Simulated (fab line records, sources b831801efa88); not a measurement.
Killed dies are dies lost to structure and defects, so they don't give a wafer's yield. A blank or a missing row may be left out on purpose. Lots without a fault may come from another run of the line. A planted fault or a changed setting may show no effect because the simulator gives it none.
fab line records | flow sky130 | part 1 of 2: steps 1 to 43 of 44
record lots=5 wafers=15 last_day=49
route steps=708 shown LDD_LDN@292 SPACER@304 POLY_CUT@307 SD_P@320 RES_XHIGH@332 SALICIDE@361 PAD_OPEN@708
lots that met no fault: from a run of the same line without faults
start_h: hours from the record's first day to the start of the lot's first wafer shown | wait_h: hours since the lot's step before | " the same as in the row above | L1.1+2: a row that stands for several wafers | - no value, or no start given | * or withheld: withheld | < > ~ a bound
route shown NAME@n: a module of which the file shows steps, and the number in the route of the first | usual: mean/standard deviation of fault-free wafers | same: alike in all rows | chamber/n: place in a boat | sites: the reading at each site | _std_site: their standard deviation | _edge_site: outer sites' mean less inner sites' | radius_mm: how far each site lies from the wafer's centre | mask NAME#n: copy n | behind: the tool/chamber that last shaped the wafer | hold: why the lot was held/for how many hours/how that ended | device: the transistor (n, p or np) that didn't switch | end of line: the same wafers' tests at the end of the route | a step without rows: its recipe alone | killed: dies lost to structure and defects at the first sort, not the wafer's yield | map: a wafer's dies, x killed, . not, _ none there
set.NAME: the setting as run; set.NAME@STEP: as run at that earlier step | model.NAME: the simulator's own value behind a step, which no gauge read
lots at some steps of the route; a table a step, a row a wafer
services: from which hour (start_h, from the record's first day; less than 0 if before it) a tool's chamber was out of use, for how many hours, and why
## steps
# step SKY_LDD_LDN_SOFTBAKE_03
# recipe temp_c=90 time_s=60 resist=NOVOLAK
# step SKY_LDD_LDN_EXPOSE_04
# recipe mask_id=LDNTM na=0.6 source_shape=conventional sigma_outer=0.6 polarization=unpolarized target_cd_nm=700 dose_mj=140
# step SKY_LDD_LDN_PEB_05
# recipe temp_c=withheld time_s=* resist=NOVOLAK
# step SKY_LDD_LDN_DEVELOP_06
# recipe resist=NOVOLAK developer=TMAH develop_time_s=60 dev_temp_c=23
# step SKY_LDD_LDN_OVL_MEAS_07
# usual LDD_LDN_OVL=0.4/1.2
# columns lot.wafer tool chamber start_h wait_h LDD_LDN_OVL[nm]
L351.1 overlay-02 - 531.71 0.1 0.3
L351.2 " - " " 0.7
L351.3 " - " " 0.8
L354.3 overlay-02 - 569.97 0.1 -0.5
L354.4 " - " " -1.4
L354.6 " - " " -0.9
L358.1 overlay-02 - 605.03 0.1 -0.4
L358.3 " - " " 0.2
L358.5 " - " " -0.5
L362.1 overlay-01 - 636.28 0.1 0.7
L362.2 " - " " 1.3
L362.3 " - " " 1.3
L365.3 overlay-01 - 661.33 0.1 1.9
L365.4 " - " " 0.1
L365.6 " - " " 0.1
# step SKY_LDD_LDN_IMPLANT_08
# recipe species=As energy_kev=15 dose_cm2=1.25e+13 tilt_deg=withheld rotation_deg=23
# step SKY_LDD_LDN_IMPLANT_09
# recipe species=As energy_kev=15 dose_cm2=1.25e+13 tilt_deg=withheld rotation_deg=113
# step SKY_LDD_LDN_IMPLANT_10
# recipe species=As energy_kev=15 dose_cm2=1.25e+13 tilt_deg=withheld rotation_deg=203
# step SKY_LDD_LDN_IMPLANT_11
# recipe species=As energy_kev=15 dose_cm2=1.25e+13 tilt_deg=withheld rotation_deg=293
# step SKY_LDD_LDN_STRIP_12
# recipe chemistry=O2/N2 power_w=1400 pressure_mtorr=1500 platen_temp_c=withheld o2_flow_sccm=3000 n2_flow_sccm=300 overash_fraction=0.5
# usual drypump_motor_current_A=5.50/0.25 oes_product_au=0.715/0.0041 strip_time_to_endpoint_s=14.18/0.037
# same overash_fraction=0.5
# columns lot.wafer tool chamber start_h wait_h drypump_motor_current_A oes_product_au rf_hours_counter_h strip_time_to_endpoint_s
L351.1 plasma_asher-03 1 532.34 0.1 5.49 0.713 82 14.20
L351.2 " 0 " " 5.72 0.715 82 14.25
L351.3 " 0 " " 5.71 0.715 - 14.18
L354.3 plasma_asher-03 1 570.63 0.1 5.51 0.711 - 14.26
L354.4 " 0 " " 5.72 0.714 - 14.25
L354.6 " 0 " " 5.75 0.711 - 14.21
L358.1 plasma_asher-03 0 605.67 0.1 5.74 0.709 89 14.17
L358.3 " 1 " " 5.49 0.721 - 14.13
L358.5 " 0 " " 5.75 0.714 - 14.19
L362.1 plasma_asher-01 0 636.92 0.1 5.30 0.718 82 14.17
L362.2 " 1 " " 5.54 0.714 82 14.15
L362.3 " 1 " " 5.56 0.720 - 14.18
L365.3 plasma_asher-02 1 661.99 0.1 5.11 0.715 - 14.11
L365.4 " 0 " " 5.89 0.717 - 14.12
L365.6 " 1 " " 5.11 0.720 - 14.11
# step SKY_LDD_LDN_TW_MEAS_13
# usual LDD_LDN_TW=1480/17
# columns lot.wafer tool chamber start_h wait_h LDD_LDN_TW
L351.1 film_metro-01 - 532.44 0.1 1484
L351.2 " - " " 1491
L351.3 " - " " 1485
L354.3 film_metro-03 - 570.71 0.1 1452
L354.4 " - " " 1459
L354.6 " - " " 1458
L358.1 film_metro-03 - 605.77 0.1 1464
L358.3 " - " " 1466
L358.5 " - " " 1458
L362.1 film_metro-04 - 637.02 0.1 1501
L362.2 " - " " 1497
L362.3 " - " " 1486
L365.3 film_metro-03 - 662.08 0.1 1454
L365.4 " - " " 1446
L365.6 " - " " 1447
# step SKY_LDD_LDN_CLEAN_14
# recipe chemistry=SC1/SC2 mix=1:4:20 temp_c=70 time_s=150 dry=n2_spin
# step SKY_SPACER_CVD_00
# recipe material=Si3N4 precursor=DCS/NH3 target_thk_nm=43.1 temp_c=770 time_s=740 pressure_mtorr=250
# usual spike_tc_bottom_C=788/4.2 spike_tc_centre_C=772.1/1.1 spike_tc_lower_C=768.9/1.3 spike_tc_top_C=785.2/1.1 spike_tc_upper_C=769.1/1.4 susceptor_temp_C=770.1/0.36 zone_power_centre_pct=15.31/0.17
# columns lot.wafer tool chamber start_h wait_h spike_tc_bottom_C spike_tc_centre_C spike_tc_lower_C spike_tc_top_C spike_tc_upper_C susceptor_temp_C zone_power_centre_pct model.Si3N4_of_SPACER_CVD_00.thk_nm
L351.1 lpcvd-02 1 532.85 0.3 792 772.3 769.2 785.4 770.4 769.7 15.38 43.52
L351.2 " 1 " " 791 771.6 770.6 784.3 770.0 770.0 15.16 42.95
L351.3 " 1 " " 794 771.2 771.2 783.6 768.5 769.7 15.35 43.27
L354.3 lpcvd-02 1 570.81 0.0 791 772.8 769.1 784.6 769.9 770.5 15.51 42.58
L354.4 " 1 " " 791 771.0 770.0 783.9 770.1 770.0 15.45 43.11
L354.6 " 1 " " 793 773.2 770.2 784.2 768.2 770.3 15.16 42.81
L358.1 lpcvd-02 1 606.87 1.0 793 771.8 769.5 784.0 771.4 770.2 15.29 43.19
L358.3 " 1 " " 793 771.6 770.9 785.7 770.3 770.4 15.09 43.24
L358.5 " 1 " " 793 773.6 767.4 784.7 770.9 769.7 15.72 43.23
L362.1 lpcvd-02 1 637.13 0.0 793 772.3 770.5 784.0 768.1 770.2 15.34 42.85
L362.2 " 1 " " 793 771.9 770.0 784.8 770.1 770.4 15.40 42.32
L362.3 " 1 " " 793 771.2 770.2 784.6 768.2 770.2 15.35 42.69
L365.3 lpcvd-02 0 662.17 0.0 771 759.6 754.7 772.2 756.6 756.5 14.62 33.08
L365.4 " 0 " " 772 758.1 755.2 772.8 754.2 756.4 14.91 32.86
L365.6 " 0 " " 772 758.8 755.9 771.8 753.4 756.6 14.65 33.27
# step SKY_SPACER_THK_MEAS_01
# recipe reads=Si3N4_of_SPACER_CVD_00
# usual SPACER_CVD_00_THK=43.1/0.45
# columns lot.wafer tool chamber start_h wait_h SPACER_CVD_00_THK[nm]
L351.1 film_metro-02 - 534.06 0.0 43.5
L351.2 " - " " 43.0
L351.3 " - " " 43.3
L354.3 film_metro-02 - 572.03 0.0 42.6
L354.4 " - " " 43.1
L354.6 " - " " 42.8
L358.1 film_metro-02 - 608.08 0.0 43.2
L358.3 " - " " 43.3
L358.5 " - " " 43.2
L362.1 film_metro-01 - 638.34 0.0 42.9
L362.2 " - " " 42.3
L362.3 " - " " 42.7
L365.3 film_metro-03 - 664.00 0.0 33.1
L365.4 " - " " 32.8
L365.6 " - " " 33.2
# step SKY_SPACER_ETCHBACK_02
# recipe chemistry=CH3F/O2 target=Si3N4 stop_on=SiO2 source_w=400 bias_w=80 pressure_mtorr=25 ch3f_flow_sccm=40 O2_flow_sccm=30 time_s=46.7 target_depth_a=450
# usual drypump_motor_current_A=5.8/0.57 oes_product_au=0.855/0.0069 throttle_valve_pct=10.562/0.0098
# columns lot.wafer tool chamber start_h wait_h drypump_motor_current_A oes_product_au rf_hours_counter_h throttle_valve_pct model.etch.depth_nm
L351.1 rie_diel-01 0 534.12 0.1 6.2 0.857 4 10.565 43.52
L351.2 " 1 " " 5.2 0.857 15 10.565 42.95
L351.3 " 3 " " 6.2 0.857 2 10.560 43.27
L354.3 rie_diel-01 2 572.07 0.0 5.4 0.848 46 10.558 42.58
L354.4 " 3 " " 6.3 0.850 3 10.523 43.11
L354.6 " 0 " " 6.2 0.849 - 10.563 42.81
L358.1 rie_diel-02 3 608.14 0.1 6.2 0.855 1 10.550 43.19
L358.3 " 2 " " 5.0 0.853 2 10.572 43.24
L358.5 " 1 " " 5.3 0.853 - 10.566 43.23
L362.1 rie_diel-03 2 638.40 0.1 6.7 0.849 61 10.580 42.85
L362.2 " 0 " " 5.8 0.852 11 10.571 42.32
L362.3 " 1 " " 5.1 0.849 61 10.553 42.69
L365.3 rie_diel-01 2 664.04 0.0 5.4 0.746 48 10.553 33.08
L365.4 " 2 " " 5.4 0.744 - 10.548 32.86
L365.6 " 3 " " 6.3 0.758 - 10.547 33.27
# step SKY_POLY_CUT_DEHYDRATE_00
# recipe temp_c=200 time_s=60
# step SKY_POLY_CUT_HMDS_01
# recipe prime_time_s=60 prime_temp_c=120
# step SKY_POLY_CUT_COAT_02
# recipe resist=BARC temp_c=withheld time_s=withheld spin_rpm=3000 resist_thk_nm=60
# step SKY_POLY_CUT_COAT_03
# recipe resist=KrF-thick spin_rpm=3000 resist_thk_nm=450
# step SKY_POLY_CUT_SOFTBAKE_04
# recipe temp_c=100 time_s=90 resist=KrF-thick
# step SKY_POLY_CUT_EXPOSE_05
# recipe mask_id=NPCM na=0.8 source_shape=annular sigma_inner=0.55 sigma_outer=0.85 target_cd_nm=270 dose_mj=32
# step SKY_POLY_CUT_PEB_06
# recipe peb_temp_c=withheld peb_time_s=withheld resist=KrF-thick
# step SKY_POLY_CUT_DEVELOP_07
# recipe develop_time_s=60 resist=KrF-thick dev_temp_c=21
# step SKY_POLY_CUT_CD_MEAS_08
# recipe target_cd_nm=270
# usual cd_nm=269.6/1.2
# columns lot.wafer tool chamber start_h wait_h cd_nm
L351.1 cd_sem-02 - 564.23 - 269.2
L351.2 " - " " 269.4
L351.3 " - " " 268.7
L354.3 cd_sem-01 - 600.72 - 268.7
L354.4 " - " " 268.6
L354.6 " - " " 268.3
L358.1 cd_sem-01 - 637.29 - 268.5
L358.3 " - " " 268.4
L358.5 " - " " 269.8
L362.1 cd_sem-02 - 667.36 - 268.4
L362.2 " - " " 269.2
L362.3 " - " " 268.2
L365.3 cd_sem-01 - 692.80 - 268.1
L365.4 " - " " 271.6
L365.6 " - " " 270.6
# step SKY_POLY_CUT_OVL_MEAS_09
# usual POLY_CUT_OVL=-2/4.3
# columns lot.wafer tool chamber start_h wait_h POLY_CUT_OVL[nm]
L351.1 overlay-01 - 564.35 0.1 -4
L351.2 " - " " -3
L351.3 " - " " -10
L354.3 overlay-01 - 600.81 0.1 -5
L354.4 " - " " 0
L354.6 " - " " -3
L358.1 overlay-01 - 637.41 0.1 -3
L358.3 " - " " 4
L358.5 " - " " 5
L362.1 overlay-02 - 667.48 0.1 -3
L362.2 " - " " -4
L362.3 " - " " -3
L365.3 overlay-01 - 692.89 0.1 -9
L365.4 " - " " -8
L365.6 " - " " -13
# step SKY_POLY_CUT_ETCH_10
# recipe chemistry=N2/H2 target=BARC ion_energy_ev=200 source_w=500 bias_w=100 pressure_mtorr=30 n2_flow_sccm=100 h2_flow_sccm=200 stop_on=SiO2 time_s=45.9 target_depth_a=600
# usual drypump_motor_current_A=5.7/0.47 oes_product_au=0.855/0.005 throttle_valve_pct=13.226/0.0079
# columns lot.wafer tool chamber start_h wait_h drypump_motor_current_A oes_product_au rf_hours_counter_h throttle_valve_pct
L351.1 rie_diel-03 1 564.39 0.0 5.1 0.860 59 13.223
L351.2 " 3 " " 5.5 0.858 5 13.222
L351.3 " 2 " " 6.7 0.852 60 13.223
L354.3 rie_diel-02 1 600.84 0.0 5.4 0.854 0 13.223
L354.4 " 0 " " 5.4 0.849 68 13.224
L354.6 " 3 " " 6.2 0.853 - 13.231
L358.1 rie_diel-04 1 637.44 0.0 5.9 0.853 5 13.209
L358.3 " 0 " " 5.8 0.863 6 13.235
L358.5 " 3 " " 6.0 0.858 - 13.224
L362.1 rie_diel-03 3 667.51 0.0 5.5 0.866 7 13.232
L362.2 " 2 " " 6.7 0.848 62 13.223
L362.3 " 0 " " 5.8 0.851 11 13.232
L365.3 rie_diel-03 0 692.91 0.0 5.8 0.862 13 13.217
L365.4 " 0 " " 5.8 0.857 - 13.223
L365.6 " 1 " " 5.1 0.865 - 13.212
# step SKY_POLY_CUT_ETCH_11
# recipe target=Si3N4 chemistry=CF4/CH2F2/Ar stop_on=poly-Si source_w=600 bias_w=150 pressure_mtorr=40 cf4_flow_sccm=40 ch2f2_flow_sccm=20 Ar_flow_sccm=150 time_s=42.5 target_depth_a=600
# usual ch2f2_flow_sccm=20.00/0.062 drypump_motor_current_A=5.7/0.46 oes_product_au=0.828/0.006 throttle_valve_pct=14.994/0.01
# columns lot.wafer tool chamber start_h wait_h ch2f2_flow_sccm drypump_motor_current_A oes_product_au rf_hours_counter_h throttle_valve_pct
L351.1 rie_diel-03 1 564.43 0.0 20.00 5.1 0.836 59 14.987
L351.2 " 3 " " 20.02 5.5 0.827 5 15.004
L351.3 " 2 " " 19.97 6.7 0.831 60 14.996
L354.3 rie_diel-02 1 600.88 0.0 19.92 5.3 0.839 1 14.988
L354.4 " 0 " " 19.99 5.5 0.821 68 15.004
L354.6 " 3 " " 20.00 6.1 0.824 - 14.993
L358.1 rie_diel-04 1 637.48 0.0 19.98 5.9 0.831 5 14.990
L358.3 " 0 " " 19.98 5.8 0.825 6 14.997
L358.5 " 3 " " 20.04 6.0 0.828 - 15.009
L362.1 rie_diel-03 3 667.55 0.0 19.95 5.5 0.829 7 14.975
L362.2 " 2 " " 20.01 6.8 0.829 62 14.995
L362.3 " 0 " " 19.95 5.8 0.833 11 14.978
L365.3 rie_diel-03 0 692.95 0.0 20.06 5.8 0.829 13 15.009
L365.4 " 0 " " 20.06 5.8 0.822 - 14.995
L365.6 " 1 " " 20.00 5.1 0.833 - 14.978
# step SKY_POLY_CUT_STRIP_12
# recipe chemistry=O2/N2 power_w=1400 pressure_mtorr=1500 platen_temp_c=withheld o2_flow_sccm=3000 n2_flow_sccm=300 overash_fraction=0.5
# usual drypump_motor_current_A=5.7/0.35 oes_product_au=0.452/0.0046 strip_time_to_endpoint_s=5.359/0.015
# same overash_fraction=0.5
# columns lot.wafer tool chamber start_h wait_h drypump_motor_current_A oes_product_au rf_hours_counter_h strip_time_to_endpoint_s
L351.1 plasma_asher-03 1 564.47 0.0 5.5 0.455 85 5.351
L351.2 " 0 " " 5.7 0.455 85 5.372
L351.3 " 0 " " 5.7 0.455 - 5.359
L354.3 plasma_asher-02 0 600.95 0.1 5.8 0.449 - 5.355
L354.4 " 1 " " 5.1 0.457 - 5.363
L354.6 " 1 " " 5.1 0.453 - 5.373
L358.1 plasma_asher-03 0 637.53 0.0 5.7 0.451 92 5.338
L358.3 " 0 " " 5.7 0.450 - 5.361
L358.5 " 0 " " 5.7 0.450 - 5.344
L362.1 plasma_asher-02 1 667.59 0.0 5.1 0.446 24 5.374
L362.2 " 0 " " 5.9 0.453 24 5.378
L362.3 " 0 " " 5.9 0.455 - 5.388
L365.3 plasma_asher-02 0 693.03 0.1 5.9 0.451 - 5.378
L365.4 " 1 " " 5.1 0.449 - 5.364
L365.6 " 1 " " 5.1 0.449 - 5.372
# step SKY_SD_P_DEHYDRATE_00
# recipe temp_c=200 time_s=60
# step SKY_SD_P_HMDS_01
# recipe prime_time_s=60 prime_temp_c=120
# step SKY_SD_P_COAT_02
# recipe resist=NOVOLAK spin_rpm=3000 resist_thk_nm=1140
# step SKY_SD_P_SOFTBAKE_03
# recipe temp_c=90 time_s=60 resist=NOVOLAK
# step SKY_SD_P_EXPOSE_04
# recipe mask_id=PSDM na=0.6 source_shape=conventional sigma_outer=0.6 polarization=unpolarized target_cd_nm=380 dose_mj=138
# step SKY_SD_P_PEB_05
# recipe temp_c=withheld time_s=* resist=NOVOLAK
# step SKY_SD_P_DEVELOP_06
# recipe resist=NOVOLAK developer=TMAH develop_time_s=60 dev_temp_c=23
# step SKY_SD_P_CD_MEAS_07
# recipe target_cd_nm=380
# usual cd_nm=380.1/2.4
# columns lot.wafer tool chamber start_h wait_h cd_nm
L351.1 cd_sem-01 - 593.29 0.1 380.5
L351.2 " - " " 381.2
L351.3 " - " " 381.4
L354.3 cd_sem-02 - 630.48 0.1 379.3
L354.4 " - " " 381.2
L354.6 " - " " 378.4
L358.1 cd_sem-02 - 666.11 0.1 378.1
L358.3 " - " " 375.5
L358.5 " - " " 377.2
L362.1 cd_sem-02 - 695.41 0.1 379.3
L362.2 " - " " 378.8
L362.3 " - " " 380.4
L365.3 cd_sem-02 - 720.45 0.1 381.8
L365.4 " - " " 378.7
L365.6 " - " " 378.7
# step SKY_SD_P_OVL_MEAS_08
# usual SD_P_OVL=-1.2/1.3
# columns lot.wafer tool chamber start_h wait_h SD_P_OVL[nm]
L351.1 overlay-01 - 593.41 0.1 0.3
L351.2 " - " " 0.1
L351.3 " - " " -0.2
L354.3 overlay-01 - 630.57 0.1 -2.9
L354.4 " - " " -2.1
L354.6 " - " " -1.0
L358.1 overlay-01 - 666.23 0.1 -1.6
L358.3 " - " " -0.5
L358.5 " - " " -0.9
L362.1 overlay-02 - 695.53 0.1 -1.9
L362.2 " - " " -2.6
L362.3 " - " " -2.1
L365.3 overlay-02 - 720.54 0.1 -0.2
L365.4 " - " " -2.9
L365.6 " - " " -1.1
# step SKY_SD_P_IMPLANT_09
# recipe species=BF2 energy_kev=20 dose_cm2=3e+15 tilt_deg=0
# step SKY_SD_P_STRIP_10
# recipe chemistry=O2/N2 power_w=1400 pressure_mtorr=1500 platen_temp_c=withheld o2_flow_sccm=3000 n2_flow_sccm=300 overash_fraction=0.5
# usual drypump_motor_current_A=5.7/0.37 oes_product_au=0.618/0.0046 strip_time_to_endpoint_s=17.49/0.043
# same overash_fraction=0.5
# columns lot.wafer tool chamber start_h wait_h drypump_motor_current_A oes_product_au rf_hours_counter_h strip_time_to_endpoint_s
L351.1 plasma_asher-02 0 593.59 0.1 5.9 0.613 17 17.52
L351.2 " 1 " " 5.1 0.614 17 17.54
L351.3 " 0 " " 5.9 0.618 - 17.52
L354.3 plasma_asher-04 0 630.78 0.1 5.8 0.613 - 17.48
L354.4 " 1 " " 6.2 0.616 - 17.47
L354.6 " 0 " " 5.8 0.617 - 17.45
L358.1 plasma_asher-02 1 666.41 0.1 5.1 0.612 24 17.61
L358.3 " 1 " " 5.1 0.619 - 17.51
L358.5 " 0 " " 5.9 0.615 - 17.60
L362.1 plasma_asher-01 1 695.71 0.1 5.6 0.609 87 17.44
L362.2 " 0 " " 5.3 0.620 87 17.50
L362.3 " 1 " " 5.5 0.623 - 17.45
L365.3 plasma_asher-04 1 720.75 0.1 6.2 0.619 - 17.52
L365.4 " 0 " " 5.8 0.621 - 17.53
L365.6 " 0 " " 5.8 0.618 - 17.56
# step SKY_SD_P_TW_MEAS_11
# usual SD_P_TW=2835/15
# columns lot.wafer tool chamber start_h wait_h SD_P_TW
L351.1 film_metro-04 - 593.69 0.1 2840
L351.2 " - " " 2834
L351.3 " - " " 2845
L354.3 film_metro-02 - 630.86 0.1 2818
L354.4 " - " " 2830
L354.6 " - " " 2822
L358.1 film_metro-02 - 666.51 0.1 2804
L358.3 " - " " 2824
L358.5 " - " " 2813
L362.1 film_metro-04 - 695.81 0.1 2843
L362.2 " - " " 2842
L362.3 " - " " 2840
L365.3 film_metro-02 - 720.83 0.1 2831
L365.4 " - " " 2832
L365.6 " - " " 2840
# step SKY_RES_XHIGH_DEHYDRATE_00
# recipe temp_c=200 time_s=60
# step SKY_RES_XHIGH_HMDS_01
# recipe prime_time_s=60 prime_temp_c=120
# step SKY_SALICIDE_CLEAN_00
# recipe chemistry=HF-last time_s=30 dilution=100:1 dry=ipa_marangoni
# columns lot.wafer tool chamber start_h wait_h model.Si3N4_of_SPACER_CVD_00.thk_nm
L351.1 wet_bench-02 0 652.88 0.1 42.55
L351.2 " 0 " " 41.97
L351.3 " 0 " " 42.3
L354.3 wet_bench-01 0 689.62 0.1 41.59
L354.4 " 0 " " 42.12
L354.6 " 0 " " 41.82
L358.1 wet_bench-02 0 723.75 0.1 42.21
L358.3 " 0 " " 42.27
L358.5 " 0 " " 42.25
L362.1 wet_bench-01 2 752.38 0.1 41.88
L362.2 " 2 " " 41.35
L362.3 " 2 " " 41.72
L365.3 wet_bench-03 1 776.39 0.1 32.1
L365.4 " 1 " " 31.88
L365.6 " 1 " " 32.3
## key
first_sign step=SKY_SPACER_CVD_00 reading=susceptor_temp_C direction=down sigmas=38 usual=* struck=*
effect step=SKY_SPACER_CVD_00 reading=spike_tc_centre_C direction=down sigmas=12 usual=772.1 struck=758.8
effect step=SKY_SPACER_THK_MEAS_01 reading=SPACER_CVD_00_THK direction=down sigmas=23 usual=43.1 struck=33.1
effect step=SKY_SPACER_ETCHBACK_02 reading=oes_product_au direction=down sigmas=15 usual=0.855 struck=0.749
model_effect step=SKY_SPACER_CVD_00 value=Si3N4_of_SPACER_CVD_00.thk_nm without=43.18 struck=33.07
model_effect step=SKY_SPACER_ETCHBACK_02 value=etch.depth_nm without=43.18 struck=33.07
model_effect step=SKY_SALICIDE_CLEAN_00 value=Si3N4_of_SPACER_CVD_00.thk_nm without=42.2 struck=32.09
model_effect step=SKY_PAD_OPEN_PROBE_99 value=etest.pfet_01v8.r_on_ohm_um without=2821 struck=2508
met_at SKY_SPACER_CVD_00
struck_wafers L365.3,L365.4,L365.6
tester_left_out L365
fault kind=process_parameter_drift tool=lpcvd-02 chamber=0 onset_h=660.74 steps=SKY_SPACER_CVD_00 channel=temp_c offset=* shape=step end_h=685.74 acts_in=* stated=*
# tester_left_out: of these lots the tester's yield and bins aren't shown, on N5 and GAA mostly nor the transistor test; their killed dies are dies lost to structure and defects alone, not to doping, threshold or leakage, so they don't give the yield
